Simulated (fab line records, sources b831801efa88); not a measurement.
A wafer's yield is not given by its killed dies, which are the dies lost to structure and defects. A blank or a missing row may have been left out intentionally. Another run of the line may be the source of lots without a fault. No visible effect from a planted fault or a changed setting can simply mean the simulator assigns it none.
A lot that was struck, set against a sound lot | flow sfq-line | 28 steps out of a route of 325
Sound: wafers L622.3, L622.4, L622.6. Struck: wafers L631.1, L631.5. (L631.3 of the same lot was not struck and is left out.) The cause comes at the end.
Order at every step that has rows: each side's tool, ch and its chambers, its first start. Under that, the readings that differ: sound wafers | struck wafers | difference of the means | sigmas: that difference in standard deviations of wafers without a fault.
alike: words and numbers the same on both sides, and readings whose means are apart by under 2 such deviations; not compared: readings that were withheld, readings missing a value for some wafer, numbers with overlapping values and no deviation given by the record, and bounds like >300 which may hide the same value.
The two part at a step that has a row with sigmas, a row that says differs or no value, or rows on one side only. Numbers that have no deviation but don't overlap get no sigmas and don't part them. A reading that every wafer of one side lacks parts them only if that side has two wafers or more.

first, 6 steps without rows for these wafers: SFQ_TRILAYER_M6_LITHO_COAT_164 (resist thk 62 nm); SFQ_TRILAYER_M6_LITHO_COAT_159 (resist thk 600 nm); SFQ_TRILAYER_M6_LITHO_SOFTBAKE_163; SFQ_TRILAYER_M6_LITHO_EXPOSE_160 (exposes mask M6, target cd 500 nm); SFQ_TRILAYER_M6_LITHO_PEB_162 (peb time 60 s); SFQ_TRILAYER_M6_LITHO_DEVELOP_161 (time 60 s).
SFQ_M6_OVL_MEAS_940:
  sound: overlay-01 at day 60 21:09; struck: overlay-01 at day 68 11:16
  alike: M6_OVL
SFQ_TRILAYER_M6_BARC_OPEN_METAL_ETCH_206: etches BARC in O2, target depth 125 nm, time 41.7 s.
  sound on rie-metal-01 ch 0, day 60 21:13; struck on rie-metal-04 ch 0,1, day 68 11:18
  alike: drypump-motor-current-A, oes-product-au
  not compared: rf-hours-counter-h
SFQ_TRILAYER_M6_ETCH_METAL_ETCH_162: etches Nb in Cl2/Ar, stops on SiO2, target depth 240 nm, time 120 s.
  sound on rie-metal-01 ch 0, day 60 21:23; struck on rie-metal-04 ch 0,1, day 68 11:22
  alike: drypump-motor-current-A, oes-product-au
  not compared: rf-hours-counter-h
SFQ_TRILAYER_M6_STRIP_STRIP_163: strips in O2.
  sound on rie-metal-01 ch 0, day 60 21:57; struck on rie-metal-04 ch 0,1, day 68 11:29
  alike: drypump-motor-current-A, oes-product-au
  not compared: rf-hours-counter-h
then, 2 steps without rows for these wafers: SFQ_TRILAYER_M6_STRIP_SOLV_CLEAN_164 (cleans in NMP, time 600 s); SFQ_TRILAYER_I6_DEP_PECVD_165 (deposits SiO2 from SiH4/N2O, time 111.11 s, target thk 500 nm).
SFQ_TRILAYER_I6_CMP_CMP_166: polishes SiO2.
  sound on cmp-02 ch 0,1,3, day 61 03:55; struck on cmp-01 ch 0, day 68 12:56
  reading                                             | sound           | struck      | difference | sigmas
  model.SiO2_of_TRILAYER_I6_DEP_PECVD_165.thk-nm (nm) | 198.2 199 198.5 | 251.9 251.5 | +53.1      |
  alike: motor-current-A, time-to-endpoint-s
SFQ_I6_BOW_MEAS_941:
  sound: film-metro-02 at day 61 05:57; struck: film-metro-02 at day 68 15:56
  alike: I6_BOW
SFQ_TRILAYER_I6_METRO_MEASURE_167:
  sound: film-metro-02 at day 61 06:26; struck: film-metro-02 at day 68 16:04
  reading     | sound             | struck      | difference | sigmas
  thk-nm (nm) | 198.1 199.0 198.4 | 251.8 251.6 | +53.2      | +48
then, 6 steps without rows for these wafers: SFQ_TRILAYER_I6_VIA_LITHO_COAT_174 (resist thk 62 nm); SFQ_TRILAYER_I6_VIA_LITHO_COAT_169 (resist thk 650 nm); SFQ_TRILAYER_I6_VIA_LITHO_SOFTBAKE_173; SFQ_TRILAYER_I6_VIA_LITHO_EXPOSE_170 (exposes mask I6, target cd 700 nm); SFQ_TRILAYER_I6_VIA_LITHO_PEB_172 (peb time 60 s); SFQ_TRILAYER_I6_VIA_LITHO_DEVELOP_171 (time 60 s).
-- the record jumps here: 4 days lie between the struck wafers' starts before and after --
SFQ_I6_OVL_MEAS_942:
  sound: overlay-02 at day 66 04:18; struck: overlay-01 at day 72 17:44
  alike: I6_OVL
then, 1 step without rows for these wafers: SFQ_TRILAYER_I6_VIA_BARC_OPEN_VIA_ETCH_235 (etches BARC in O2, target depth 125 nm, time 41.7 s).
SFQ_TRILAYER_I6_VIA_ETCH_VIA_ETCH_172: etches SiO2 in CHF3, stops on Nb, target depth 260 nm.
  sound on rie-diel-03 ch 1,2,3, day 66 04:22; struck on rie-diel-02 ch 3, day 72 17:49
  reading                        | sound             | struck      | difference | sigmas
  oes-product-au (a.u.)          | 0.852 0.852 0.845 | 0.976 0.974 | +0.125     | +26
  model.etch.depth-nm (nm)       | 198.2 199 198.5   | 251.9 251.5 | +53.1      |
  model.I6.feature-depth-nm (nm) | 198.2 199 198.5   | 251.9 251.5 | +53.1      |
  alike: drypump-motor-current-A
SFQ_TRILAYER_I6_VIA_STRIP_STRIP_173: strips in O2.
  sound on rie-metal-02 ch 0,1, day 66 04:41; struck on rie-metal-04 ch 0, day 72 17:56
  reading                     | sound       | struck  | difference | sigmas
  drypump-motor-current-A (A) | 6.2 6.3 6.2 | 5.3 5.3 | -0.9       | -2
  alike: oes-product-au
  not compared: rf-hours-counter-h
then, 1 step without rows for these wafers: SFQ_TRILAYER_I6_VIA_STRIP_SOLV_CLEAN_174 (cleans in NMP, time 600 s).
SFQ_TRILAYER_M7_DEP_PRE_CLEAN_176: time 22.5 s.
  sound: pvd-sputter-05 at day 66 05:28; struck: pvd-sputter-06 at day 72 18:42
  reading                                             | sound           | struck    | difference | sigmas
  model.SiO2_of_TRILAYER_I6_DEP_PECVD_165.thk-nm (nm) | 190.7 191.5 191 | 244.4 244 | +53.1      |
SFQ_TRILAYER_M7_DEP_SPUTTER_175: material Nb, target thk 200 nm, time 133.3 s.
  sound: pvd-sputter-05 at day 66 05:29; struck: pvd-sputter-06 at day 72 18:44
  alike: throttle-valve-pct

== WHERE THEY PART ==
First at SFQ_TRILAYER_I6_METRO_MEASURE_167; last, within this record, at SFQ_TRILAYER_I6_VIA_STRIP_STRIP_173. Later steps at which nothing parts them and some readings are alike: SFQ_TRILAYER_M7_DEP_SPUTTER_175.

WHY: what the simulator had put in
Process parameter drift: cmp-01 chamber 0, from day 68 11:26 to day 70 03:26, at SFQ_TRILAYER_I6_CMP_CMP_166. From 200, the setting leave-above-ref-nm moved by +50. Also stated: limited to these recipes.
